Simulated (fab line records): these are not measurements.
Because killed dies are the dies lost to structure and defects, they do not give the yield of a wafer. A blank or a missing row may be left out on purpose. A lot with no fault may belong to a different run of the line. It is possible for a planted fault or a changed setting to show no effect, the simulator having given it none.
Matching of chambers + flow gf180mcu + GF_V4_CMP_26 on cmp-01 has 4 sister chambers
The step polishes, stops on SiO2, t overpolish 15 s, target thk 0 nm. 8 wafers are shown with their chamber, then 7 later ones without.

## WAFERS WITH THEIR CHAMBER
| wafer  | chamber | motor-current-A (A) | time-to-endpoint-s (s) |
|--------|---------|---------------------|------------------------|
| L673.6 | 1       | 12.1                | 86.2                   |
| L675.1 | 3       | 10.3                | 88.3                   |
| L675.3 | 1       | 13.0                | 83.3                   |
| L676.2 | 2       | 11.2                | 84.3                   |
| L676.5 | 0       | 11.2                | 85.2                   |
| L676.6 | 3       | 10.4                | 88.5                   |
| L677.1 | 2       | 11.4                | 84.4                   |
| L677.2 | 0       | 11.6                | 84.8                   |

## WAFERS WITHOUT THEIR CHAMBER
| wafer  | motor-current-A (A) | time-to-endpoint-s (s) |
|--------|---------------------|------------------------|
| L677.4 | 10.0                | 91.9                   |
| L691.1 | 11.2                | 82.8                   |
| L691.2 | 11.1                | 84.7                   |
| L691.3 | 13.0                | 83.1                   |
| L692.1 | 12.1                | 82.9                   |
| L692.2 | 10.5                | 84.6                   |
| L692.5 | 11.3                | 82.9                   |

## WHICH CHAMBER EACH ONE RAN IN
| wafer  | from the rows above          | in truth |
|--------|------------------------------|----------|
| L677.4 | 3                            | 3        |
| L691.1 | can't be placed: 2 or 0      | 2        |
| L691.2 | can't be placed: 2 or 0      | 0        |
| L691.3 | 1                            | 1        |
| L692.1 | can't be placed: 1 or 2 or 0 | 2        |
| L692.2 | can't be placed: 2 or 0 or 3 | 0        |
| L692.5 | can't be placed: 2 or 0      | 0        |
2 of 7 placed correctly. Can't be placed from these rows: 5 (the true chamber is among the candidates in 5). Placed wrongly: 0.
How it was worked out, from the rows above alone: a wafer's distance from a chamber is the root of the sum, over the readings, of the square of ((its reading less the chamber's mean) divided by the reading's scatter). If the next closest chamber is less than 2 further off than the closest, the wafer can't be placed; otherwise it belongs to the closest. For every chamber, the mean is computed from those of its wafers that are shown. The scatter: the root of (the sum of the squares of (reading less its chamber's mean) over the shown wafers, divided by (wafers less chambers)).
